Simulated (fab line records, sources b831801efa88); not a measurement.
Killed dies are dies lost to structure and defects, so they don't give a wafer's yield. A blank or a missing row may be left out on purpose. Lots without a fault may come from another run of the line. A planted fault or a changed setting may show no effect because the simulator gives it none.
A struck lot beside a sound one | flow gf180mcu | 14 steps out of a route of 602
Sound: wafers L251.3, L251.5, L251.6. Struck: wafers L256.2, L256.3, L256.4. The cause comes at the end.
At each step with rows: each side's tool, then ch and its chambers, then its first start. Under that, the readings that differ: sound wafers | struck wafers | difference of the means | sigmas: that difference in standard deviations of wafers without a fault.
alike: readings whose means differ by less than 2 such deviations, and words and numbers that are the same on both sides. not compared: withheld readings, readings that some wafer has no value for, bounds like >300 that may hide the same value, and numbers for which the record gives no deviation and whose values overlap.
The two part at a step that has a row with sigmas, a row that says differs or no value, or rows on one side only. Numbers that don't overlap but have no deviation are shown without sigmas and don't part them. A reading that every wafer of one side lacks parts them only if that side has two wafers or more.

first, 8 steps without rows for these wafers: GF_V4_DEHYDRATE_06 (time 60 s); GF_V4_HMDS_07 (prime time 60 s); GF_V4_COAT_08; GF_V4_COAT_09 (resist thk 1000 nm); GF_V4_SOFTBAKE_10 (time 60 s); GF_V4_EXPOSE_11 (exposes mask Via4, target cd 260 nm); GF_V4_PEB_12 (peb time 90 s); GF_V4_DEVELOP_13 (develop time 60 s).
GF_V4_CD_MEAS_14: target cd 260 nm.
  sound on cd_sem-01, day 24 08:22; struck on cd_sem-02, day 26 03:51
  alike: cd_nm
GF_V4_OVL_MEAS_15:
  sound on overlay-02, day 24 08:28; struck on overlay-01, day 26 03:58
  reading     | sound   | struck | difference | sigmas
  V4_OVL (nm) | -7 -7 5 | 9 11 8 | +12        | +2
GF_V4_ETCH_16: etches BARC in N2/H2.
  sound on rie_diel-02 ch 0,2,3, day 24 08:29; struck on rie_diel-01 ch 0,1,3, day 26 03:59
  alike: drypump_motor_current_A, oes_product_au, throttle_valve_pct
GF_V4_ETCH_17: etches SiO2 in C4F8/O2/Ar, stops on TiN, target depth 630 nm.
  sound on rie_diel-02 ch 0,2,3; struck on rie_diel-01 ch 0,1,3
  alike: oes_product_au
GF_V4_STRIP_18: strips in O2/N2.
  sound on plasma_asher-04 ch 0,1, day 24 08:38; struck on plasma_asher-04 ch 0,1, day 26 04:07
  no value came back on the struck wafers for chamber_pressure_mTorr (mTorr), drypump_motor_current_A (A), heater_power_w (W), oes_product_au (a.u.); on the sound wafers chamber_pressure_mTorr (mTorr) reads 1499.7 1501.1 1499.9
  not compared: rf_hours_counter_h
then, 1 step without rows for these wafers: GF_V4_STRIP_19 (strips in post etch residue remover, time 1200 s).

WHERE THEY PART
First at GF_V4_OVL_MEAS_15; last, within this record, at GF_V4_STRIP_18.

WHY: what the simulator had put in
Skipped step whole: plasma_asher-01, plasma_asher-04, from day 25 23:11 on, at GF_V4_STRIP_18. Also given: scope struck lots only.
